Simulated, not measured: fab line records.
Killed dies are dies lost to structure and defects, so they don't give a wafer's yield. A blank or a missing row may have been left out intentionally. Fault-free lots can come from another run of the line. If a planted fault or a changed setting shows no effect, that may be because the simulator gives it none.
fab line records	flow sky130
record lots=12	wafers=36	last-day=50
route steps=708 shown VT_ADJUST_HVTR@141 POLY_GATE@228 LDD_HVP@282 SPACER@305 PAD_OPEN@708
lots untouched by any fault: they come from a run of this same line in which no faults occurred
start-h: the number of hours between the record's first day and the start of the first shown wafer of the lot	wait-h: hours since the lot's step before	" as in the row above	L1.1+2: a row that stands for several wafers	- no value, or no start given	* or withheld: withheld	< > ~ a bound
route shown NAME@n: NAME is a module with steps in the file, n the number in the route of the first one	usual: mean and standard deviation over wafers with no fault	same: alike in all rows	chamber/n: place in a boat	sites: each site's reading	_std_site: standard deviation across them	_edge_site: outer sites' mean less inner sites'	radius-mm: how far each site lies from the wafer's centre	mask NAME#n: copy n	behind: the tool/chamber that last shaped the wafer	hold: why the lot was held/for how many hours/how that ended	device: the transistor (n, p or np) that didn't switch	end of line: at the end of the route, the tests of the same wafers	a step without rows: its recipe alone	killed: the dies lost at the first sort to structure and to defects; this is not the yield of the wafer	map: a wafer's dies, x killed, . not, _ none there
set.NAME: the setting as run; set.NAME@STEP: as run at that earlier step	model.NAME: the simulator's own value behind a step, which no gauge read
steps of the route over a sample of lots; a table a step, a row a wafer
services: when a tool's chamber went out of use (start-h, in hours from the record's first day, below 0 if earlier), for how many hours, and the reason
## steps
# step SKY_VT_ADJUST_HVTR_STRIP_10
# recipe chemistry=O2/N2	power-w=1400	pressure-mtorr=1500	platen-temp-c=withheld	o2-flow-sccm=3000	n2-flow-sccm=300	overash-fraction=0.5
# usual chamber-pressure-mTorr=1499.9/1.4	drypump-motor-current-A=5.70/0.28	oes-product-au=0.716/0.0046	strip-time-to-endpoint-s=14.17/0.047
lot.wafer	tool	chamber	start-h	wait-h	chamber-pressure-mTorr	drypump-motor-current-A	oes-product-au	rf-hours-counter-h	strip-time-to-endpoint-s
L449.2	plasma-asher-04	0	217.56	0.1	1498.1	5.58	0.708	41	14.11
L449.3	"	1	"	"	1500.5	5.93	0.715	-	14.14
L449.4	"	0	"	"	1499.2	5.60	0.717	-	14.24
L453.1	plasma-asher-01	1	234.91	0.1	1501.0	6.34	0.711	11	14.11
L453.2	"	0	"	"	1502.1	5.85	0.721	11	14.12
L453.6	"	1	"	"	1498.7	6.36	0.708	-	14.14
L454.4	plasma-asher-03	1	242.83	0.1	1499.4	5.45	0.726	-	14.23
L454.5	"	0	"	"	1496.6	5.43	0.720	-	14.21
L454.6	"	1	"	"	1501.7	5.44	0.718	-	14.21
L455.3	plasma-asher-04	1	248.04	0.1	1500.8	5.92	0.717	-	14.17
L455.4	"	0	"	"	1501.1	5.60	0.714	-	14.16
L455.5	"	1	"	"	1498.8	5.91	0.716	-	14.21
L456.1	plasma-asher-03	0	260.71	0.1	1499.9	5.49	0.721	59	14.21
L456.3	"	0	"	"	1500.0	5.52	0.713	-	14.18
L456.6	"	1	"	"	1500.0	5.46	0.719	-	14.17
L458.3	plasma-asher-03	0	269.88	0.1	1498.3	5.47	0.712	-	14.15
L458.4	"	1	"	"	1499.5	5.44	0.714	-	14.15
L458.5	"	0	"	"	1499.0	5.51	0.716	-	14.10
L461.1	plasma-asher-04	0	291.50	0.1	1499.8	5.61	0.720	48	14.20
L461.3	"	0	"	"	1500.9	5.57	0.716	-	14.20
L461.6	"	0	"	"	1498.4	5.59	0.717	-	14.20
L462.3	plasma-asher-04	0	296.64	0.1	1502.8	5.61	0.722	-	14.16
L462.4	"	1	"	"	1502.1	5.92	0.704	-	14.10
L462.5	"	1	"	"	1499.8	5.91	0.727	-	14.16
L465.2	plasma-asher-03	0	318.16	0.1	1501.0	5.46	0.718	64	14.18
L465.4	"	0	"	"	1500.2	5.48	0.715	-	14.22
L465.5	"	0	"	"	1500.1	5.49	0.719	-	14.16
L466.1	plasma-asher-01	0	323.31	0.1	1502.4	5.84	0.712	20	14.27
L466.2	"	1	"	"	1498.3	6.33	0.717	20	14.24
L466.3	"	0	"	"	1498.6	5.82	0.707	-	14.22
L467.1	plasma-asher-04	0	334.11	0.1	1500.1	5.58	0.712	52	14.16
L467.2	"	1	"	"	1500.5	5.94	0.715	52	14.17
L467.6	"	0	"	"	1500.9	5.60	0.713	-	14.09
L470.1	plasma-asher-01	0	377.81	0.1	1497.0	5.85	0.724	26	14.18
L470.4	"	0	"	"	1502.0	5.83	0.716	-	14.19
L470.6	"	0	"	"	1502.8	5.85	0.716	-	14.16
# step SKY_POLY_GATE_OVL_MEAS_14
# usual POLY_GATE_OVL=1/5.7
lot.wafer	tool	chamber	start-h	wait-h	POLY_GATE_OVL[nm]
L449.2	overlay-02	-	403.12	0.1	-4
L449.3	"	-	"	"	1
L449.4	"	-	"	"	-5
L453.1	overlay-02	-	410.42	0.1	10
L453.2	"	-	"	"	8
L453.6	"	-	"	"	12
L454.4	overlay-02	-	417.67	0.1	1
L454.5	"	-	"	"	3
L454.6	"	-	"	"	1
L455.3	overlay-01	-	426.47	0.1	6
L455.4	"	-	"	"	13
L455.5	"	-	"	"	8
L456.1	overlay-02	-	443.51	0.1	5
L456.3	"	-	"	"	6
L456.6	"	-	"	"	2
L458.3	overlay-02	-	453.17	0.1	9
L458.4	"	-	"	"	5
L458.5	"	-	"	"	4
L461.1	overlay-01	-	476.36	0.1	2
L461.3	"	-	"	"	-2
L461.6	"	-	"	"	-5
L462.3	overlay-01	-	501.88	0.1	2
L462.4	"	-	"	"	-1
L462.5	"	-	"	"	5
L465.2	overlay-02	-	511.01	0.1	13
L465.4	"	-	"	"	10
L465.5	"	-	"	"	19
L466.1	overlay-02	-	515.42	0.1	-4
L466.2	"	-	"	"	3
L466.3	"	-	"	"	-2
L467.1	overlay-01	-	526.32	0.1	-2
L467.2	"	-	"	"	-6
L467.6	"	-	"	"	-8
L470.1	overlay-01	-	572.21	0.1	2
L470.4	"	-	"	"	-9
L470.6	"	-	"	"	-7
# step SKY_LDD_HVP_EXPOSE_04
# recipe mask-id=HVPTM	na=0.6	source-shape=conventional	sigma-outer=0.6	polarization=unpolarized	target-cd-nm=700	dose-mj=86
# same na=0.6
lot.wafer	tool	chamber	start-h	wait-h	mask
L449.2+3+4	iline-stepper-01	0	514.93	-	HVPTM#0
L453.1+2+6	iline-stepper-01	0	523.93	-	HVPTM#0
L454.4+5+6	iline-stepper-02	0	529.59	-	HVPTM#0
L455.3+4+5	iline-stepper-02	0	538.72	-	HVPTM#0
L456.1+3+6	iline-stepper-01	0	555.63	-	HVPTM#0
L458.3+4+5	iline-stepper-02	0	562.96	-	HVPTM#0
L461.1+3+6	iline-stepper-02	0	585.72	-	HVPTM#0
L462.3+4+5	iline-stepper-01	0	609.60	-	HVPTM#0
L465.2+4+5	iline-stepper-01	0	617.83	-	HVNTM#0
L466.1+2+3	iline-stepper-02	0	623.72	-	HVPTM#0
L467.1+2+6	iline-stepper-02	0	632.45	-	HVPTM#0
L470.1+4+6	iline-stepper-02	0	678.82	-	HVPTM#0
# step SKY_LDD_HVP_OVL_MEAS_07
# usual LDD_HVP_OVL=0.4/1.1
lot.wafer	tool	chamber	start-h	wait-h	LDD_HVP_OVL[nm]
L449.2	overlay-01	-	529.84	0.1	0.9
L449.3	"	-	"	"	0.4
L449.4	"	-	"	"	2.0
L453.1	overlay-01	-	538.70	0.1	0.0
L453.2	"	-	"	"	0.5
L453.6	"	-	"	"	0.0
L454.4	overlay-01	-	544.06	0.1	0.7
L454.5	"	-	"	"	1.4
L454.6	"	-	"	"	0.8
L455.3	overlay-01	-	553.56	0.1	-0.2
L455.4	"	-	"	"	-0.1
L455.5	"	-	"	"	0.0
L456.1	overlay-01	-	570.13	0.1	1.2
L456.3	"	-	"	"	1.2
L456.6	"	-	"	"	1.0
L458.3	overlay-02	-	577.65	0.1	-0.9
L458.4	"	-	"	"	0.0
L458.5	"	-	"	"	-0.3
L461.1	overlay-02	-	599.88	0.1	-0.8
L461.3	"	-	"	"	-0.2
L461.6	"	-	"	"	-1.8
L462.3	overlay-01	-	623.90	0.1	-1.7
L462.4	"	-	"	"	-1.1
L462.5	"	-	"	"	-0.8
L465.2	overlay-01	-	631.45	0.1	-
L465.4	"	-	"	"	-
L465.5	"	-	"	"	-
L466.1	overlay-02	-	637.79	0.1	-1.8
L466.2	"	-	"	"	-0.3
L466.3	"	-	"	"	-0.9
L467.1	overlay-02	-	647.34	0.1	-0.2
L467.2	"	-	"	"	-0.1
L467.6	"	-	"	"	-0.7
L470.1	overlay-02	-	692.33	0.1	-0.3
L470.4	"	-	"	"	0.5
L470.6	"	-	"	"	0.3
# step SKY_LDD_HVP_TW_MEAS_10
# usual LDD_HVP_TW=451/3.4
lot.wafer	tool	chamber	start-h	wait-h	LDD_HVP_TW
L449.2	film-metro-03	-	530.13	0.1	454
L449.3	"	-	"	"	455
L449.4	"	-	"	"	455
L453.1	film-metro-02	-	538.99	0.1	452
L453.2	"	-	"	"	454
L453.6	"	-	"	"	452
L454.4	film-metro-02	-	544.36	0.1	451
L454.5	"	-	"	"	451
L454.6	"	-	"	"	452
L455.3	film-metro-04	-	553.86	0.1	449
L455.4	"	-	"	"	446
L455.5	"	-	"	"	449
L456.1	film-metro-02	-	570.42	0.1	452
L456.3	"	-	"	"	451
L456.6	"	-	"	"	451
L458.3	film-metro-02	-	577.94	0.1	448
L458.4	"	-	"	"	450
L458.5	"	-	"	"	452
L461.1	film-metro-03	-	600.17	0.1	455
L461.3	"	-	"	"	457
L461.6	"	-	"	"	456
L462.3	film-metro-03	-	624.19	0.1	453
L462.4	"	-	"	"	454
L462.5	"	-	"	"	454
L465.2	film-metro-03	-	631.74	0.1	30
L465.4	"	-	"	"	30
L465.5	"	-	"	"	30
L466.1	film-metro-02	-	638.08	0.1	451
L466.2	"	-	"	"	449
L466.3	"	-	"	"	449
L467.1	film-metro-02	-	647.63	0.1	450
L467.2	"	-	"	"	451
L467.6	"	-	"	"	451
L470.1	film-metro-02	-	692.62	0.1	452
L470.4	"	-	"	"	450
L470.6	"	-	"	"	448
# step SKY_SPACER_THK_MEAS_01
# recipe reads=Si3N4_of_SPACER_CVD_00
# usual SPACER_CVD_00_THK=43.3/0.44
lot.wafer	tool	chamber	start-h	wait-h	SPACER_CVD_00_THK[nm]
L449.2	film-metro-03	-	561.57	0.0	42.7
L449.3	"	-	"	"	42.7
L449.4	"	-	"	"	42.9
L453.1	film-metro-02	-	571.72	0.0	42.5
L453.2	"	-	"	"	42.9
L453.6	"	-	"	"	42.4
L454.4	film-metro-03	-	575.32	0.0	43.3
L454.5	"	-	"	"	43.3
L454.6	"	-	"	"	42.8
L455.3	film-metro-01	-	584.83	0.0	43.5
L455.4	"	-	"	"	43.6
L455.5	"	-	"	"	43.8
L456.1	film-metro-03	-	602.16	0.0	43.2
L456.3	"	-	"	"	43.2
L456.6	"	-	"	"	43.4
L458.3	film-metro-03	-	609.63	0.0	43.1
L458.4	"	-	"	"	43.5
L458.5	"	-	"	"	43.0
L461.1	film-metro-03	-	630.64	0.0	43.3
L461.3	"	-	"	"	42.9
L461.6	"	-	"	"	43.3
L462.3	film-metro-01	-	654.81	0.0	43.9
L462.4	"	-	"	"	43.9
L462.5	"	-	"	"	43.6
L465.2	film-metro-01	-	663.73	0.0	43.6
L465.4	"	-	"	"	43.4
L465.5	"	-	"	"	43.8
L466.1	film-metro-01	-	669.72	0.0	43.8
L466.2	"	-	"	"	43.4
L466.3	"	-	"	"	43.5
L467.1	film-metro-02	-	677.15	0.0	43.1
L467.2	"	-	"	"	42.9
L467.6	"	-	"	"	43.6
L470.1	film-metro-01	-	722.78	0.0	43.5
L470.4	"	-	"	"	43.3
L470.6	"	-	"	"	43.8
# step SKY_PAD_OPEN_PROBE_99
# usual killed_at_M0_to_M3=44/7.1	killed_at_M4_up=3.0/1.9	killed-at-contacts=25/5.6	killed-at-front-end=14/4.1	killed-at-other=0.2/0.44	killed-dies=86/9.1	killed-on-rim=17/3.7	killed-open=47/7.4	killed-short=39/5.7
# same gross-dies=492	killed-at-back-side=0
lot.wafer	tool	chamber	start-h	wait-h	killed_at_M0_to_M3	killed_at_M4_up	killed-at-contacts	killed-at-front-end	killed-at-other	killed-dies	killed-on-rim	killed-open	killed-short
L465.2	prober-01	-	1165.97	0.1	36	1	34	421	0	492	96	51	30
L465.4	prober-01	-	1166.07	0.2	39	2	25	425	1	492	96	38	42
L465.5	prober-01	-	1166.12	0.2	41	3	24	423	1	492	96	48	36
L466.1	prober-02	-	1169.27	0.1	47	4	29	17	0	97	23	46	51
L467.1	prober-01	-	1170.42	0.1	39	3	17	13	0	72	11	38	34
L467.2	prober-01	-	1170.47	0.1	41	4	25	11	0	81	11	42	39
L467.6	prober-01	-	1170.67	0.2	44	1	18	13	0	76	15	40	36
# killed by level:class
L465.2 LDD_HVP:area-expose=411 CONTACT:geometric-particle:open=17 VIA1:geometric-particle:open=9 LI_CONTACT:geometric-particle:open=7 VIA3:geometric-particle:open=6 VIA2:geometric-particle:open=6 CONTACT:geometric-particle:short=5 METAL2:geometric-particle:short=5
L465.4 LDD_HVP:area-expose=412 LI_CONTACT:geometric-particle:open=9 METAL2:geometric-particle:short=8 VIA2:geometric-particle:open=7 CONTACT:geometric-particle:open=6 METAL1:geometric-particle:short=6 CONTACT:geometric-particle:short=5 FIELD_ISO:geometric-particle:open=4
L465.5 LDD_HVP:area-expose=408 METAL2:geometric-particle:short=11 CONTACT:geometric-particle:open=10 LI_CONTACT:geometric-particle:open=7 VIA1:geometric-particle:open=7 FIELD_ISO:geometric-particle:open=4 POLY_GATE:geometric-particle:open=4 LI_CONTACT:geometric-particle:short=4
L466.1 CONTACT:geometric-particle:open=13 METAL1:geometric-particle:short=8 VIA1:geometric-particle:short=7 VIA1:geometric-particle:open=7 METAL2:geometric-particle:short=7 LI_CONTACT:geometric-particle:open=6 FIELD_ISO:geometric-particle:open=5 CONTACT:geometric-particle:short=5
L467.1 CONTACT:geometric-particle:open=9 VIA1:geometric-particle:open=9 METAL1:geometric-particle:short=6 VIA3:geometric-particle:open=6 VIA2:geometric-particle:open=5 POLY_GATE:geometric-particle:short=4 FIELD_ISO:geometric-particle:short=3 CONTACT:geometric-particle:short=3
L467.2 LI_CONTACT:geometric-particle:open=11 METAL1:geometric-particle:short=11 CONTACT:geometric-particle:open=9 VIA1:geometric-particle:open=7 METAL2:geometric-particle:short=6 VIA2:geometric-particle:open=4 METAL3:geometric-particle:short=4 METAL4:geometric-particle:short=4
L467.6 VIA1:geometric-particle:open=8 VIA1:geometric-particle:short=7 CONTACT:geometric-particle:open=6 VIA2:geometric-particle:open=6 METAL2:geometric-particle:short=6 FIELD_ISO:geometric-particle:open=5 LI_CONTACT:geometric-particle:open=5 METAL1:geometric-particle:short=5
## services
tool	chamber	start-h	hours	kind
iline-stepper-02	-	219.85	1.7	pm
iline-stepper-01	-	275.99	8.0	repair
iline-stepper-01	-	293.21	10.1	repair
plasma-asher-03	-	306.76	8.0	repair
iline-stepper-01	-	325.06	8.9	pm
iline-stepper-02	-	333.95	8.9	pm
iline-stepper-01	-	352.11	1.7	pm
plasma-asher-04	-	384.51	4.2	repair
iline-stepper-01	-	395.16	2.1	pm
iline-stepper-01	-	397.25	-	consumable-replace:lamp
iline-stepper-02	-	417.52	9.7	repair
iline-stepper-02	-	438.03	1.7	pm
iline-stepper-02	-	441.71	2.1	pm
iline-stepper-02	-	443.80	-	consumable-replace:lamp
iline-stepper-02	-	460.26	4.9	repair
plasma-asher-01	-	497.05	1.3	repair
plasma-asher-01	-	535.96	2.8	pm
iline-stepper-01	-	570.32	1.7	pm
plasma-asher-01	-	585.82	1.7	repair
iline-stepper-02	-	593.68	14.4	repair
plasma-asher-01	-	596.00	14.6	pm
iline-stepper-01	-	621.66	8.8	repair
iline-stepper-02	-	656.21	1.7	pm
## key
first-sign step=SKY_LDD_HVP_EXPOSE_04	reading=mask	direction=changed
effect step=SKY_LDD_HVP_OVL_MEAS_07	reading=LDD_HVP_OVL	direction=missing
effect step=SKY_LDD_HVP_TW_MEAS_10	reading=LDD_HVP_TW	direction=down	sigmas=99+	usual=451	struck=30
effect step=SKY_PAD_OPEN_PROBE_99	reading=killed-at-front-end	direction=up	sigmas=99+	usual=14	struck=423
more-kills-born-at SKY_LDD_HVP_EXPOSE_04@iline-stepper-01=1231
met-at SKY_LDD_HVP_EXPOSE_04
struck-lots L465
tester-left-out L465
not-acting-at SKY_VT_ADJUST_HVTR_STRIP_10,SKY_POLY_GATE_OVL_MEAS_14,SKY_SPACER_THK_MEAS_01
onset-between 609.60 617.83
fault kind=wrong-mask	tool=any	chamber=-	onset-h=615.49	steps=SKY_LDD_HVP_EXPOSE_04	aux-copy=HVNTM#0	scope=struck-lots-only
# tester-left-out: of these lots the tester's yield and bins aren't shown, on N5 and GAA mostly nor the transistor test; their killed dies are dies lost to structure and defects alone, not to doping, threshold or leakage, so they don't give the yield
